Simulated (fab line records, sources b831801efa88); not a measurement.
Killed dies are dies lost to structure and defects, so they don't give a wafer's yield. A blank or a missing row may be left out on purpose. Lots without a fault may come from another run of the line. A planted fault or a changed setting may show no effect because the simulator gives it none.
Which tool did it? | flow gf180mcu | 13 lots, 39 wafers sampled, at 2 steps of a route of 602

WHAT THE GAUGES READ, wafer by wafer
GF_V3_OVL_MEAS_15. Usual: V3_OVL -3 nm, standard deviation 5.
lot  | measured     | on         | V3_OVL (nm) | flag
L280 | day 22 00:05 | overlay-02 | -6 -6 -9    |
L282 | day 23 15:29 | overlay-02 | 4 2 2       |
L283 | day 23 18:50 | overlay-02 | 2 1 4       |
L284 | day 24 01:26 | overlay-02 | -11 -4 0    |
L285 | day 24 06:58 | overlay-02 | 6 0 4       |
L290 | day 25 22:59 | overlay-02 | 3 1 2       |
L292 | day 26 09:58 | overlay-02 | -1 2 -2     |
L294 | day 27 07:26 | overlay-02 | -4 -4 -6    |
L295 | day 27 16:08 | overlay-02 | -3 -2 -1    |
L298 | day 28 19:04 | overlay-01 | -2 4 1      |
L299 | day 28 22:38 | overlay-02 | 0 -7 -12    |
L300 | day 29 03:43 | overlay-02 | -7 -10 -8   |
L302 | day 29 10:34 | overlay-02 | -1 -5 -7    |

WHICH TOOL RAN EACH LOT (tool, then ch and the chambers of the sampled wafers, then the start)
lot  | GF_M3_SOFTBAKE_10
L280 | litho_track-03 ch 0, day 20 09:58
L282 | litho_track-02 ch 0, day 22 03:43
L283 | litho_track-03 ch 0, day 22 06:43
L284 | litho_track-01 ch 0, day 22 13:36
L285 | litho_track-03 ch 0, day 22 20:53
L290 | litho_track-03 ch 0, day 24 12:40
L292 | litho_track-03 ch 0, day 25 01:14
L294 | litho_track-02 ch 0, day 25 22:55
L295 | litho_track-02 ch 0, day 26 07:49
L298 | litho_track-02 ch 0, day 27 12:26
L299 | litho_track-03 ch 0, day 27 16:35
L300 | litho_track-01 ch 0, day 27 21:26
L302 | litho_track-03 ch 0, day 28 03:56
- GF_M3_SOFTBAKE_10: time 60 s.

WHAT THE TOOLS THEMSELVES READ (means of the sampled wafers that have a number; where no wafer has one, the mark that the record gives instead)
GF_M3_SOFTBAKE_10. Usual: heater_power_total_W 93.05 W, standard deviation 0.066; run_length_s 89.19 s, standard deviation 0.11.
lot  | tool           | heater_power_total_W (W) | run_length_s (s) | flag
L280 | litho_track-03 | 93.10                    | 89.22            |
L282 | litho_track-02 | 93.09                    | 89.08            |
L283 | litho_track-03 | 93.04                    | 89.24            |
L284 | litho_track-01 | 93.03                    | 89.18            |
L285 | litho_track-03 | 93.10                    | 89.26            |
L290 | litho_track-03 | 100.69                   | 76.37            | OFF
L292 | litho_track-03 | 100.64                   | 76.49            | OFF
L294 | litho_track-02 | 93.04                    | 89.25            |
L295 | litho_track-02 | 93.05                    | 89.18            |
L298 | litho_track-02 | 93.02                    | 89.09            |
L299 | litho_track-03 | 93.11                    | 89.31            |
L300 | litho_track-01 | 93.09                    | 89.15            |
L302 | litho_track-03 | 92.98                    | 89.19            |

THE ANSWER, worked out from the rows above alone
Rule: a lot is off if the mean of its wafers that have a number lies more than 3 standard deviations from the usual mean. A lot without any number at a reading at which 4 lots or more have one is off too. The other lots that the step has rows for count as sound. The gauges are gone through in route order, then the tools' own readings, and for those a lot's mean is taken as printed above. The first step at which some lot is off is used, and at that step the reading that is off furthest; a lot without a number counts as furthest.
Off: L290, L292, at GF_M3_SOFTBAKE_10 (run_length_s).
A tool fits if, at that step or a process step before it, it ran every lot that is off, and no sound lot after the first of them. None of those tried fits.

WHAT THE SIMULATOR HAD PUT IN
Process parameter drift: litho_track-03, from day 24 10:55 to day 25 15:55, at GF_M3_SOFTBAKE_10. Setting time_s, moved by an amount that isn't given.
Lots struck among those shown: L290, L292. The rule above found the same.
